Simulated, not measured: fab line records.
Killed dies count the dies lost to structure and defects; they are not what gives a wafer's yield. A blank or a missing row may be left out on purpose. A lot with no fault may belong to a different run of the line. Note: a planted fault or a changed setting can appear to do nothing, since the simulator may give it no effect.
Matching of chambers / flow sky130 / 4 sister chambers for SKY_VIA3_CMP_02 on cmp-02
The step polishes SiO2. 24 wafers are shown with their chamber, then 12 later ones without.

## WAFERS PAIRED WITH THEIR CHAMBERS
wafer=L075.2; chamber=0; motor_current_A (A)=12.5; head_pressure_psi (psi)=3.996
wafer=L075.3; chamber=1; motor_current_A (A)=11.9; head_pressure_psi (psi)=4.007
wafer=L075.6; chamber=0; motor_current_A (A)=12.3; head_pressure_psi (psi)=3.995
wafer=L079.1; chamber=2; motor_current_A (A)=10.2; head_pressure_psi (psi)=3.997
wafer=L079.4; chamber=1; motor_current_A (A)=11.4; head_pressure_psi (psi)=3.998
wafer=L079.6; chamber=1; motor_current_A (A)=11.7; head_pressure_psi (psi)=3.995
wafer=L081.1; chamber=2; motor_current_A (A)=10.6; head_pressure_psi (psi)=3.990
wafer=L081.3; chamber=1; motor_current_A (A)=11.4; head_pressure_psi (psi)=4.002
wafer=L081.4; chamber=0; motor_current_A (A)=12.8; head_pressure_psi (psi)=4.001
wafer=L084.1; chamber=3; motor_current_A (A)=9.5; head_pressure_psi (psi)=4.002
wafer=L084.4; chamber=0; motor_current_A (A)=13.6; head_pressure_psi (psi)=4.011
wafer=L084.5; chamber=2; motor_current_A (A)=10.6; head_pressure_psi (psi)=3.988
wafer=L086.1; chamber=0; motor_current_A (A)=13.7; head_pressure_psi (psi)=4.011
wafer=L086.3; chamber=3; motor_current_A (A)=9.9; head_pressure_psi (psi)=3.998
wafer=L086.6; chamber=3; motor_current_A (A)=10.0; head_pressure_psi (psi)=3.994
wafer=L087.1; chamber=3; motor_current_A (A)=10.2; head_pressure_psi (psi)=4.001
wafer=L087.4; chamber=2; motor_current_A (A)=10.1; head_pressure_psi (psi)=4.007
wafer=L087.5; chamber=1; motor_current_A (A)=11.3; head_pressure_psi (psi)=3.997
wafer=L089.2; chamber=2; motor_current_A (A)=10.7; head_pressure_psi (psi)=3.989
wafer=L089.3; chamber=0; motor_current_A (A)=13.1; head_pressure_psi (psi)=4.020
wafer=L089.5; chamber=3; motor_current_A (A)=9.8; head_pressure_psi (psi)=4.010
wafer=L090.1; chamber=2; motor_current_A (A)=9.9; head_pressure_psi (psi)=3.992
wafer=L090.2; chamber=3; motor_current_A (A)=9.9; head_pressure_psi (psi)=3.991
wafer=L090.5; chamber=1; motor_current_A (A)=11.1; head_pressure_psi (psi)=3.993

SIGNATURES (means of the wafers above)
reading=motor_current_A; chamber 0=13.000; chamber 1=11.467; chamber 2=10.350; chamber 3=9.883; scatter within a chamber=0.378
reading=head_pressure_psi; chamber 0=4.00567; chamber 1=3.99867; chamber 2=3.99383; chamber 3=3.99933; scatter within a chamber=0.00743
Rule: for each reading, subtract the chamber's mean from the wafer's reading, divide by that reading's scatter and square the result; add these up over the readings and take the root, which gives the wafer's distance from the chamber. If the next closest chamber is less than 2 further off than the closest, the wafer can't be placed; otherwise it belongs to the closest. How the scatter is found: for the shown wafers, subtract from each reading the mean of its chamber, square and add these, divide the total by (wafers less chambers), then take the root.

## WAFERS WITH NO CHAMBER GIVEN
wafer=L092.1; motor_current_A (A)=11.6; head_pressure_psi (psi)=3.996
wafer=L092.4; motor_current_A (A)=10.2; head_pressure_psi (psi)=3.994
wafer=L092.6; motor_current_A (A)=12.7; head_pressure_psi (psi)=3.994
wafer=L094.1; motor_current_A (A)=12.2; head_pressure_psi (psi)=4.002
wafer=L094.2; motor_current_A (A)=12.5; head_pressure_psi (psi)=4.007
wafer=L094.6; motor_current_A (A)=13.0; head_pressure_psi (psi)=4.016
wafer=L095.1; motor_current_A (A)=11.3; head_pressure_psi (psi)=4.001
wafer=L095.2; motor_current_A (A)=10.1; head_pressure_psi (psi)=4.017
wafer=L095.6; motor_current_A (A)=10.7; head_pressure_psi (psi)=3.985
wafer=L096.1; motor_current_A (A)=11.7; head_pressure_psi (psi)=3.998
wafer=L096.3; motor_current_A (A)=13.7; head_pressure_psi (psi)=4.005
wafer=L096.5; motor_current_A (A)=10.8; head_pressure_psi (psi)=4.011

## EACH ONE'S CHAMBER
wafer=L092.1; from the rows above=1; in truth=1
wafer=L092.4; from the rows above=can't be placed: 2 or 3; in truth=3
wafer=L092.6; from the rows above=can't be placed: 0 or 1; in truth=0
wafer=L094.1; from the rows above=can't be placed: 1 or 0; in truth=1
wafer=L094.2; from the rows above=can't be placed: 0 or 1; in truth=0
wafer=L094.6; from the rows above=0; in truth=0
wafer=L095.1; from the rows above=1; in truth=1
wafer=L095.2; from the rows above=can't be placed: 3 or 2 or 1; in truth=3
wafer=L095.6; from the rows above=can't be placed: 2 or 1 or 3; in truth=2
wafer=L096.1; from the rows above=1; in truth=1
wafer=L096.3; from the rows above=0; in truth=0
wafer=L096.5; from the rows above=can't be placed: 1 or 2 or 3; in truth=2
Placed correctly: 5 of 12. These rows do not allow placing 7 (true chamber among the candidates in 7). Wrongly placed: 0.
